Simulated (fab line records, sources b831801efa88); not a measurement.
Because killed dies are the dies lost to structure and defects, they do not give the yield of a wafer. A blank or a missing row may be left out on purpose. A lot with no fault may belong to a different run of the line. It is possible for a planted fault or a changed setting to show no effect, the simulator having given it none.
Lot-split experiment ; flow sfq-line ; 23 wafers read from 5 lots, route of 325 steps

## THE SPLIT ITSELF
At SFQ_TRILAYER_M6_LITHO_COAT_164 (resist thk 62 nm), the setting spin-rpm was moved away from the recipe's 3000 rpm on 7 of the 23 wafers read, by +2.0% to +7.4%. The other wafers ran this setting at the recipe's value.

The reading is taken at the split's own step.

## THE READING
BARC_of_TRILAYER_M6_LITHO_COAT_164.thk-nm (the simulator's own value, which no gauge read), in nm, at SFQ_TRILAYER_M6_LITHO_COAT_164 (resist thk 62 nm). No usual value for it is given in the file. Average 61.94 nm, standard deviation 0.13 nm, over the 16 wafers here run with the recipe.

wafer;tool, chamber at the split;spin-rpm as run, rpm;against the recipe;BARC_of_TRILAYER_M6_LITHO_COAT_164.thk-nm, nm;against lot-mates on the recipe
L075.1;litho-track-02, 0;3000;recipe;61.79;-
L075.3;litho-track-02, 0;3089;+3.0%;61;-0.82
L075.4;litho-track-02, 0;3089;+3.0%;60.88;-0.94
L075.5;litho-track-02, 0;3089;+3.0%;60.69;-1.13
L075.6;litho-track-02, 0;3000;recipe;61.85;-
L076.1;litho-track-04, 0;3000;recipe;61.96;-
L076.2;litho-track-04, 0;3000;recipe;62.08;-
L076.3;litho-track-04, 0;3000;recipe;61.85;-
L076.5;litho-track-04, 0;3000;recipe;62.02;-
L076.6;litho-track-04, 0;3000;recipe;61.98;-
L077.1;litho-track-04, 0;3000;recipe;61.93;-
L077.2;litho-track-04, 0;3000;recipe;62.15;-
L077.3;litho-track-04, 0;3221;+7.4%;59.63;-2.36
L077.4;litho-track-04, 0;3000;recipe;61.89;-
L077.6;litho-track-04, 0;3221;+7.4%;59.83;-2.16
L080.1;litho-track-03, 0;3061;+2.0%;61.43;-0.64
L080.2;litho-track-03, 0;3000;recipe;62.09;-
L080.3;litho-track-03, 0;3000;recipe;61.97;-
L080.5;litho-track-03, 0;3000;recipe;62.15;-
L080.6;litho-track-03, 0;3061;+2.0%;61.35;-0.72
L082.3;litho-track-02, 0;3000;recipe;61.7;-
L082.5;litho-track-02, 0;3000;recipe;61.79;-
L082.6;litho-track-02, 0;3000;recipe;61.84;-

THE FIT
A straight line over all 23 wafers: BARC_of_TRILAYER_M6_LITHO_COAT_164.thk-nm changes by -0.308 nm for each +1% of spin-rpm; r = -0.98; the points scatter about the line by 0.15 nm.
The same after taking each lot's own level away (the mean of its wafers on the recipe; 23 wafers): -0.31 nm for each +1%; r = -0.99; scatter 0.092 nm.
Per that fit: largest spin-rpm move, reading shift of 2.3 nm.
From 61.777 to 62.070 nm: that is the span of the lots' own levels, equal to 2.3 times the standard deviation above.
The two slopes agree, so the slope changes little with the lot-to-lot level.
Check: for one of the wafers moved furthest among these (+7.4%), held out of the fit, the line's prediction against its lot-mates is -2.25 nm. It came out at -2.36 nm against them.

## THE OTHER SPLITS THESE WAFERS WENT THROUGH
Note: prior to the reading, these wafers also went through further splits. Each is held against what the fit with the lots' levels taken away leaves over:
other split on the same wafers;wafers away from the commonest value;r with BARC_of_TRILAYER_M6_LITHO_COAT_164.thk-nm (lot level and that fit taken away)
SFQ_TRILAYER_JJ_TRILAYER_DEP_SPUTTER_112 time-s;5;-0.05
SFQ_TRILAYER_JJ_CE_LITHO_EXPOSE_115 dose-mj;5;-0.10
SFQ_TRILAYER_JJ_CE_BARC_OPEN_RIE_150 icp-w;6;+0.26
SFQ_TRILAYER_M5_LITHO_COAT_123 spin-rpm;11;+0.04
SFQ_TRILAYER_R5_DEP_SPUTTER_133 power-w;9;-0.22
SFQ_TRILAYER_R5_LITHO_COAT_141 spin-rpm;9;+0.07
SFQ_TRILAYER_I5_LITHO_PEB_147 peb-time-s;6;-0.29
SFQ_TRILAYER_C5_LITHO_PEB_154 peb-time-s;9;+0.04

## THE FILE'S OWN FIT
BARC_of_TRILAYER_M6_LITHO_COAT_164.thk-nm changes by -0.311 nm for each +1% of spin-rpm, r = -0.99.
